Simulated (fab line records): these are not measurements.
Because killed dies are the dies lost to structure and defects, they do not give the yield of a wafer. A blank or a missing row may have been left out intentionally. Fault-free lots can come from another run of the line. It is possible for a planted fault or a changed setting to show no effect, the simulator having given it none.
Shared-tool check | flow gf180mcu | Sampled: 13 lots, 45 wafers

REASON IT WAS OPENED
At GF_VT_IMPLANT_TW_MEAS_43 the reading VT_IMPLANT_4_TW is flagged on 2 of 13 lots. Wafers without a fault read 688, standard deviation 5.1.
Rule: a lot is flagged when every wafer of it that has a number lies more than 4 standard deviations from that mean, or none has a number. The other lots count as sound.

lot  | measured     | on           | VT_IMPLANT_4_TW, wafer by wafer | flag
L825 | day 7 11:25  | filmMetro-03 | 683 689 686                     | 
L826 | day 7 20:52  | filmMetro-01 | 688 685 688                     | 
L827 | day 8 02:15  | filmMetro-04 | 692 692 690                     | 
L828 | day 8 08:11  | filmMetro-04 | 688 689 690                     | 
L829 | day 8 13:38  | filmMetro-03 | 686 687 686                     | 
L831 | day 9 04:23  | filmMetro-03 | 681 680 674                     | 
L832 | day 9 12:42  | filmMetro-01 | 691 690 689                     | 
L833 | day 9 19:52  | filmMetro-04 | 691 692 691                     | 
L834 | day 10 00:03 | filmMetro-01 | 645 645 644 647 649 644         | FLAGGED
L838 | day 11 07:23 | filmMetro-04 | 649 645 648 644 647 644         | FLAGGED
L846 | day 13 11:39 | filmMetro-03 | 688 683 685                     | 
L847 | day 13 16:19 | filmMetro-03 | 685 686 687                     | 
L848 | day 14 03:57 | filmMetro-04 | 693 692 692                     | 
On average the flagged lots' numbers are 646, which is -42 against the usual, or -8 standard deviations.

EACH LOT AND THE TOOL IT RAN ON
The record holds 1 process step before the reading, out of a route of 602 steps. Each cell gives the tool, then ch followed by the chambers the sampled wafers passed through, then the start.
lot  | flag    | GF_VT_IMPLANT_IMPLANT_41
L825 |         | implanter-03 ch 0, day 7 11:11
L826 |         | implanter-04 ch 0, day 7 20:37
L827 |         | implanter-03 ch 0, day 8 02:00
L828 |         | implanter-04 ch 0, day 8 07:56
L829 |         | implanter-04 ch 0, day 8 13:23
L831 |         | implanter-01 ch 0, day 9 04:08
L832 |         | implanter-04 ch 0, day 9 12:27
L833 |         | implanter-04 ch 0, day 9 19:39
L834 | FLAGGED | implanter-04 ch 0, day 9 23:48
L838 | FLAGGED | implanter-04 ch 0, day 11 07:10
L846 |         | implanter-03 ch 0, day 13 11:24
L847 |         | implanter-01 ch 0, day 13 16:04
L848 |         | implanter-03 ch 0, day 14 03:42
What the steps here do:
- GF_VT_IMPLANT_IMPLANT_41
- GF_VT_IMPLANT_TW_MEAS_43

FLAGGED OVER TOTAL, TOOL BY TOOL (the gauges that took the reading come last)
step                     | tool         | lots run | flagged | share of the flagged lots | sound lots run after its first flagged lot
GF_VT_IMPLANT_IMPLANT_41 | implanter-01 | 2        | 0       | none                      | -
GF_VT_IMPLANT_IMPLANT_41 | implanter-03 | 4        | 0       | none                      | -
GF_VT_IMPLANT_IMPLANT_41 | implanter-04 | 7        | 2       | all                       | 0
GF_VT_IMPLANT_TW_MEAS_43 | filmMetro-01 | 3        | 1       | some                      | 0
GF_VT_IMPLANT_TW_MEAS_43 | filmMetro-03 | 5        | 0       | none                      | -
GF_VT_IMPLANT_TW_MEAS_43 | filmMetro-04 | 5        | 1       | some                      | 1 (L848)

WHAT THE TABLE PERMITS
All flagged lots share 1 row of the table, namely implanter-04 at GF_VT_IMPLANT_IMPLANT_41.
- implanter-04 at GF_VT_IMPLANT_IMPLANT_41 ran 7 lots, 2 of them flagged. Its last sound lot is L833 (day 9 19:39), its first flagged lot L834 (day 9 23:48): a fault that began between those two fits. Its own readings (beamEnergyKeV) fall more than 4 standard deviations out on all wafers of the flagged lots.
What remains is a single tool, implanter-04 at GF_VT_IMPLANT_IMPLANT_41.

WHAT WAS PUT IN BY THE SIMULATOR
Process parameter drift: implanter-04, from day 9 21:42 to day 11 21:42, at GF_VT_IMPLANT_IMPLANT_41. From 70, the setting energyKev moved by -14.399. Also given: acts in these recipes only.
Shown lots that were struck: L834, L838. The rule above reached the same finding.
